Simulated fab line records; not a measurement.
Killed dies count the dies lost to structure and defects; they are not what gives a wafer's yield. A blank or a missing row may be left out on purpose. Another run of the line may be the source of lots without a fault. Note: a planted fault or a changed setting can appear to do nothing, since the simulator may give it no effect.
fab line records | flow sky130
record: lots: 11 wafers: 33 last-day: 50
route steps=708 shown FIELD_ISO@5 PWDE@54 VT_ADJUST_HVTP@95
lots with no fault: from the same line, run without faults
start-h: hours from the record's opening day to when the first of the lot's shown wafers began | wait-h: hours elapsed since this lot's preceding step | " repeats the value in the row above | L1.1+2: a single row standing in for several wafers | - no value, or no start given | * or withheld: withheld | < > ~ a bound
route shown NAME@n: a module of which the file shows steps, and the number in the route of the first | usual: mean and standard deviation over wafers with no fault | same: alike in all rows | chamber/n: place in a boat | sites: readings site by site | _std_site: how widely they spread, as a standard deviation | _edge_site: outer sites' mean less inner sites' | radius-mm: for every site, how far away it sits from the centre of the wafer | mask NAME#n: copy n | behind: the last tool/chamber to shape the wafer | hold: why the lot went on hold/how many hours it stayed there/how the hold came to an end | device: names the non-switching transistor (n, p or np) | end of line: tests of these same wafers at the route's end | where a step has no rows: the recipe by itself | killed: dies that structure and defects cost at the first sort, which is not the same as the wafer's yield | map: per-die view of a wafer (x killed, . not killed, _ where there is no die)
set.NAME: setting as actually run; set.NAME@STEP: the setting as run at that earlier step | model.NAME: the simulator's own value behind a step, which no gauge read
route steps across a sampled set of lots; one table per step, one row per wafer
services: a tool's chamber out of use, with start hour (start-h, from the record's first day; less than 0 if before it), hours out, and reason
== steps ==
step: SKY_FIELD_ISO_THK_MEAS_04
recipe: reads: Si3N4_of_FIELD_ISO_CVD_03
usual: FIELD_ISO_CVD_03_THK: 164.6/1.4
columns lot.wafer tool chamber start-h wait-h FIELD_ISO_CVD_03_THK[nm]
L129.1 film-metro-03 - 16.07 0.0 165.5
L129.4 " - " " 164.5
L129.6 " - " " 165.5
L132.1 film-metro-03 - 28.95 0.0 164.2
L132.3 " - " " 163.5
L132.5 " - " " 164.6
L135.1 film-metro-03 - 43.79 0.0 165.2
L135.2 " - " " 166.1
L135.5 " - " " 165.5
L137.1 film-metro-01 - 53.72 0.0 165.5
L137.3 " - " " 166.3
L137.4 " - " " 166.2
L140.2 film-metro-03 - 71.21 0.0 164.6
L140.4 " - " " 164.5
L140.5 " - " " 165.5
L141.2 film-metro-03 - 73.76 0.0 162.5
L141.3 " - " " 161.6
L141.6 " - " " 163.7
L142.1 film-metro-03 - 81.18 0.0 167.4
L142.3 " - " " 166.6
L142.5 " - " " 167.1
L143.1 film-metro-01 - 84.54 0.0 166.3
L143.2 " - " " 166.2
L143.6 " - " " 166.8
L145.4 film-metro-03 - 94.53 0.0 162.2
L145.5 " - " " 161.8
L145.6 " - " " 161.8
L150.1 film-metro-01 - 120.52 0.0 163.8
L150.2 " - " " 163.9
L150.6 " - " " 164.9
L152.1 film-metro-03 - 129.07 0.0 166.8
L152.4 " - " " 167.1
L152.5 " - " " 166.1
step: SKY_FIELD_ISO_COAT_07
recipe: resist: BARC temp-c: withheld time-s: withheld spin-rpm: 3000 resist-thk-nm: 60
usual: resist-line-temp-C: *
columns lot.wafer tool chamber start-h wait-h resist-line-temp-C
L129.1 litho-track-01 0 22.29 0.1 *
L129.4 " 0 " " *
L129.6 " 0 " " *
L132.1 litho-track-04 0 35.51 0.1 *
L132.3 " 0 " " *
L132.5 " 0 " " *
L135.1 litho-track-01 0 51.25 0.1 *
L135.2 " 0 " " *
L135.5 " 0 " " *
L137.1 litho-track-01 0 61.79 0.1 *
L137.3 " 0 " " *
L137.4 " 0 " " *
L140.2 litho-track-01 0 79.57 0.1 *
L140.4 " 0 " " *
L140.5 " 0 " " *
L141.2 litho-track-04 0 82.09 0.1 *
L141.3 " 0 " " *
L141.6 " 0 " " *
L142.1 litho-track-01 0 89.54 0.1 *
L142.3 " 0 " " *
L142.5 " 0 " " *
L143.1 litho-track-01 0 92.59 0.1 *
L143.2 " 0 " " *
L143.6 " 0 " " *
L145.4 litho-track-03 0 103.12 0.1 *
L145.5 " 0 " " *
L145.6 " 0 " " *
L150.1 litho-track-04 0 129.36 0.1 *
L150.2 " 0 " " *
L150.6 " 0 " " *
L152.1 litho-track-04 0 138.41 0.1 *
L152.4 " 0 " " *
L152.5 " 0 " " *
step: SKY_FIELD_ISO_ETCH_14
recipe: chemistry: N2/H2 target: BARC ion-energy-ev: 200 source-w: 500 bias-w: 100 pressure-mtorr: 30 n2-flow-sccm: 100 h2-flow-sccm: 200 stop-on: SiO2 time-s: 45.9 target-depth-a: 600
usual: drypump-motor-current-A: 5.6/0.46 oes-product-au: 0.854/0.0052 throttle-valve-pct: 13.225/0.01
columns lot.wafer tool chamber start-h wait-h drypump-motor-current-A oes-product-au rf-hours-counter-h throttle-valve-pct
L129.1 rie-diel-03 1 30.32 0.1 6.4 0.858 115 13.224
L129.4 " 3 " " 5.5 0.853 3 13.210
L129.6 " 3 " " 5.5 0.855 - 13.224
L132.1 rie-diel-02 3 43.62 0.1 5.2 0.853 77 13.222
L132.3 " 2 " " 5.6 0.850 84 13.231
L132.5 " 1 " " 4.7 0.852 - 13.223
L135.1 rie-diel-04 1 60.08 0.1 5.9 0.849 2 13.220
L135.2 " 2 " " 5.9 0.861 69 13.208
L135.5 " 1 " " 5.8 0.852 - 13.225
L137.1 rie-diel-02 3 70.06 0.1 5.3 0.848 78 13.216
L137.3 " 1 " " 4.7 0.854 102 13.227
L137.4 " 2 " " 5.6 0.856 85 13.241
L140.2 rie-diel-02 2 88.16 0.1 5.6 0.854 85 13.216
L140.4 " 1 " " 4.7 0.856 103 13.212
L140.5 " 2 " " 5.6 0.851 - 13.236
L141.2 rie-diel-04 0 91.11 0.1 5.0 0.846 138 13.218
L141.3 " 2 " " 6.0 0.850 69 13.225
L141.6 " 2 " " 6.0 0.850 - 13.202
L142.1 rie-diel-04 1 99.58 0.1 5.9 0.808 3 13.211
L142.3 " 0 " " 5.0 0.802 138 13.224
L142.5 " 2 " " 6.0 0.857 - 13.224
L143.1 rie-diel-04 0 102.01 0.1 5.0 0.801 138 13.228
L143.2 " 1 " " 5.9 0.806 3 13.201
L143.6 " 3 " " 5.8 0.862 - 13.224
L145.4 rie-diel-04 3 112.36 0.0 5.8 0.844 34 13.235
L145.5 " 3 " " 5.8 0.847 - 13.232
L145.6 " 2 " " 6.0 0.859 - 13.243
L150.1 rie-diel-02 0 139.06 0.1 5.8 0.852 71 13.212
L150.2 " 2 " " 5.6 0.853 87 13.214
L150.6 " 1 " " 4.7 0.850 - 13.214
L152.1 rie-diel-02 1 148.08 0.1 4.7 0.857 104 13.221
L152.4 " 0 " " 5.9 0.860 72 13.237
L152.5 " 0 " " 5.9 0.857 - 13.224
step: SKY_PWDE_STRIP_09
recipe: chemistry: O2/N2 power-w: 1400 pressure-mtorr: 1500 platen-temp-c: withheld o2-flow-sccm: 3000 n2-flow-sccm: 300 overash-fraction: 0.5
usual: drypump-motor-current-A: 6.16/0.3 oes-product-au: 0.722/0.0045 strip-time-to-endpoint-s: 36.93/0.079
columns lot.wafer tool chamber start-h wait-h drypump-motor-current-A oes-product-au rf-hours-counter-h strip-time-to-endpoint-s
L129.1 plasma-asher-02 0 69.78 0.1 5.76 0.726 37 36.94
L129.4 " 0 " " 5.75 0.721 - 36.79
L129.6 " 1 " " 6.46 0.718 - 36.71
L132.1 plasma-asher-02 1 83.20 0.1 6.52 0.723 38 36.95
L132.3 " 1 " " 6.55 0.726 - 36.91
L132.5 " 0 " " 5.76 0.727 - 36.92
L135.1 plasma-asher-04 0 103.55 0.1 6.37 0.731 43 36.88
L135.2 " 1 " " 6.25 0.717 43 36.88
L135.5 " 1 " " 6.27 0.719 - 36.83
L137.1 plasma-asher-02 0 112.00 0.1 5.78 0.728 41 37.00
L137.3 " 1 " " 6.49 0.722 - 36.93
L137.4 " 0 " " 5.77 0.724 - 37.01
L140.2 plasma-asher-04 0 130.70 0.1 6.31 0.719 1 36.91
L140.4 " 0 " " 6.34 0.722 - 36.81
L140.5 " 1 " " 6.30 0.720 - 36.86
L141.2 plasma-asher-04 0 135.45 0.1 6.34 0.726 2 37.00
L141.3 " 0 " " 6.35 0.723 - 36.95
L141.6 " 1 " " 6.25 0.719 - 36.98
L142.1 plasma-asher-02 0 144.88 0.1 5.76 0.724 44 36.90
L142.3 " 0 " " 5.78 0.718 - 36.94
L142.5 " 1 " " 6.53 0.716 - 36.93
L143.1 plasma-asher-01 1 147.63 0.1 6.38 0.717 35 36.91
L143.2 " 0 " " 5.83 0.721 35 37.04
L143.6 " 0 " " 5.83 0.715 - 36.93
L145.4 plasma-asher-02 1 158.61 0.1 6.50 0.718 - 36.85
L145.5 " 1 " " 6.52 0.719 - 36.91
L145.6 " 0 " " 5.76 0.723 - 36.88
L150.1 plasma-asher-02 1 185.68 0.1 6.51 0.716 48 36.82
L150.2 " 0 " " 5.75 0.734 48 36.84
L150.6 " 1 " " 6.54 0.732 - 36.87
L152.1 plasma-asher-04 1 197.13 0.1 6.22 0.723 8 36.88
L152.4 " 0 " " 6.34 0.716 - 36.79
L152.5 " 0 " " 6.34 0.723 - 36.99
step: SKY_VT_ADJUST_HVTP_STRIP_10
recipe: chemistry: O2/N2 power-w: 1400 pressure-mtorr: 1500 platen-temp-c: withheld o2-flow-sccm: 3000 n2-flow-sccm: 300 overash-fraction: 0.5
usual: drypump-motor-current-A: 6.10/0.27 oes-product-au: 0.716/0.0047 strip-time-to-endpoint-s: 14.18/0.045
columns lot.wafer tool chamber start-h wait-h drypump-motor-current-A oes-product-au rf-hours-counter-h strip-time-to-endpoint-s
L129.1 plasma-asher-01 1 123.90 0.1 6.37 0.717 33 14.19
L129.4 " 0 " " 5.83 0.713 - 14.23
L129.6 " 0 " " 5.81 0.712 - 14.21
L132.1 plasma-asher-02 1 138.42 0.1 6.54 0.723 44 14.22
L132.3 " 1 " " 6.50 0.712 - 14.17
L132.5 " 0 " " 5.76 0.708 - 14.18
L135.1 plasma-asher-01 0 161.62 0.1 5.87 0.719 37 14.17
L135.2 " 1 " " 6.36 0.712 37 14.13
L135.5 " 1 " " 6.37 0.712 - 14.17
L137.1 plasma-asher-02 0 170.70 0.1 5.76 0.705 47 14.24
L137.3 " 1 " " 6.50 0.707 - 14.20
L137.4 " 0 " " 5.75 0.714 - 14.26
L140.2 plasma-asher-01 0 192.40 0.1 5.86 0.717 40 14.16
L140.4 " 0 " " 5.82 0.715 - 14.09
L140.5 " 1 " " 6.39 0.723 - 14.08
L141.2 plasma-asher-03 1 197.55 0.1 6.15 0.716 50 14.20
L141.3 " 1 " " 6.17 0.715 - 14.18
L141.6 " 0 " " 5.96 0.721 - 14.26
L142.1 plasma-asher-01 1 208.30 0.1 6.39 0.721 41 14.16
L142.3 " 0 " " 5.82 0.716 - 14.21
L142.5 " 0 " " 5.84 0.713 - 14.17
L143.1 plasma-asher-02 1 211.42 0.1 6.50 0.714 51 14.19
L143.2 " 0 " " 5.77 0.717 51 14.21
L143.6 " 1 " " 6.55 0.717 - 14.18
L145.4 plasma-asher-01 1 223.74 0.1 6.38 0.719 - 14.24
L145.5 " 1 " " 6.38 0.718 - 14.22
L145.6 " 0 " " 5.86 0.716 - 14.27
L150.1 plasma-asher-03 0 253.22 0.1 5.97 0.718 55 14.13
L150.2 " 1 " " 6.14 0.715 55 14.11
L150.6 " 1 " " 6.15 0.714 - 14.12
L152.1 plasma-asher-01 0 267.67 0.1 5.86 0.717 47 14.19
L152.4 " 1 " " 6.40 0.707 - 14.17
L152.5 " 0 " " 5.83 0.715 - 14.18
== services ==
columns tool chamber start-h hours kind
rie-diel-02 0 6.61 60.1 repair
rie-diel-04 - 37.06 0.7 repair
plasma-asher-01 - 38.41 2.4 repair
rie-diel-03 2 42.24 9.6 repair
rie-diel-02 1 44.99 9.4 repair
plasma-asher-03 - 51.77 14.6 pm
rie-diel-03 1 64.71 8.3 repair
rie-diel-04 - 71.54 2.8 pm
rie-diel-02 - 100.18 0.4 repair
rie-diel-02 3 105.30 1.2 repair
plasma-asher-04 - 108.75 9.0 pm
rie-diel-03 0 111.55 12.3 repair
rie-diel-03 3 126.23 5.1 repair
rie-diel-02 3 128.07 12.8 repair
plasma-asher-04 - 179.25 1.2 repair
rie-diel-02 3 195.99 3.1 repair
rie-diel-03 3 198.21 6.6 repair
rie-diel-03 2 200.91 6.5 repair
rie-diel-04 0 224.84 - clean
rie-diel-04 0 224.84 28.3 scheduled-down
rie-diel-04 0 224.84 28.3 vent-cycle
rie-diel-02 - 234.88 0.1 repair
rie-diel-02 2 240.09 3.2 repair
rie-diel-02 3 255.23 7.1 repair
== key ==
first-sign: step: SKY_FIELD_ISO_ETCH_14 reading: oes-product-au direction: down sigmas: 9.5 usual: 0.854 struck: 0.804
effect none on later readings
met-at SKY_FIELD_ISO_COAT_07
struck-lots L142,L143
struck-wafers L142.1,L142.3,L143.1,L143.2
tester-left-out L142,L143
not-acting-at SKY_FIELD_ISO_THK_MEAS_04,SKY_PWDE_STRIP_09,SKY_VT_ADJUST_HVTP_STRIP_10
onset-between 79.57 89.54
fault: kind: process-parameter-drift tool: litho-track-01 chamber: - onset-h: 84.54 steps: SKY_FIELD_ISO_COAT_07 channel: resist-thk-nm offset: -6.5568 shape: step end-h: 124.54 scope: struck-wafers-only acts-in: these-recipes-only stated: 60
tester-left-out: of these lots the tester's yield and bins aren't shown, on N5 and GAA mostly nor the transistor test; their killed dies are dies lost to structure and defects alone, not to doping, threshold or leakage, so they don't give the yield
